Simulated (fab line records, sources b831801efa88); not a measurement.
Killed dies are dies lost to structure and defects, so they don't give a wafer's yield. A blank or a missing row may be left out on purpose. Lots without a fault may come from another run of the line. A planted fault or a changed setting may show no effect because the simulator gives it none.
Which tool did it? | flow gf180mcu | 12 lots, 36 wafers sampled, at 3 steps of a route of 602

WHAT THE GAUGES READ, wafer by wafer
GF_M4_OVL_MEAS_15.
lot  | measured     | on         | M4_OVL (nm)
L075 | day 24 07:12 | overlay-02 | -3 -8 -7
L077 | day 24 13:08 | overlay-01 | 8 3 7
L079 | day 25 14:40 | overlay-02 | 1 7 3
L080 | day 26 01:03 | overlay-02 | -1 -2 2
L083 | day 26 15:02 | overlay-02 | -2 -8 -4
L085 | day 27 02:03 | overlay-02 | -6 -7 -10
L087 | day 27 15:29 | overlay-01 | 1 -5 -3
L089 | day 28 05:55 | overlay-01 | 5 -1 2
L091 | day 28 23:50 | overlay-02 | -8 3 -4
L093 | day 29 07:47 | overlay-02 | -3 2 -5
L095 | day 29 23:38 | overlay-01 | -8 1 -3
L097 | day 30 07:21 | overlay-02 | 0 -7 2

WHICH TOOL RAN EACH LOT (tool, then ch and the chambers of the sampled wafers, then the start)
lot  | GF_V2_ETCH_16                      | GF_V2_SPUTTER_21
L075 | rie_diel-02 ch 0,1,3, day 21 06:29 | pvd_sputter-03, day 21 07:09
L077 | rie_diel-04 ch 1,2,3, day 21 12:37 | pvd_sputter-04, day 21 13:20
L079 | rie_diel-02 ch 0,2,3, day 22 15:40 | pvd_sputter-02, day 22 16:21
L080 | rie_diel-02 ch 0,2, day 23 03:37   | pvd_sputter-04, day 23 04:17
L083 | rie_diel-02 ch 2,3, day 23 19:16   | pvd_sputter-03, day 23 19:56
L085 | rie_diel-02 ch 1,2, day 24 06:43   | pvd_sputter-04, day 24 07:23
L087 | rie_diel-02 ch 1,2, day 24 20:49   | pvd_sputter-04, day 24 21:29
L089 | rie_diel-01 ch 0,2,3, day 25 12:46 | pvd_sputter-02, day 25 13:26
L091 | rie_diel-04 ch 0,1,3, day 26 06:40 | pvd_sputter-03, day 26 07:19
L093 | rie_diel-01 ch 1,2,3, day 26 14:37 | pvd_sputter-02, day 26 15:17
L095 | rie_diel-04 ch 1,2, day 27 09:37   | pvd_sputter-04, day 27 10:19
L097 | rie_diel-04 ch 2,3, day 27 16:55   | pvd_sputter-04, day 27 17:35
- GF_V2_ETCH_16: etches BARC in N2/H2.
- GF_V2_SPUTTER_21: material Ti, target thk 15 nm, time 80.02 s.

THE ANSWER, worked out from the rows above alone
Rule: what is usual is taken from the lots themselves. Put in order of their means at a reading, lots are off if they are a third of the lots or fewer, leave a main group of 4 or more, and stand apart from it by a gap of 3 or more times the standard deviation of the main group's means; of several such gaps the widest counts. A main group whose means are all the same, to the digits that the tables above print for the reading, isn't used. A lot without any number at a reading at which 4 lots or more have one is off too. The other lots that the step has rows for count as sound.
No lot is off at any reading shown: from this, nothing can be told.

WHAT THE SIMULATOR HAD PUT IN
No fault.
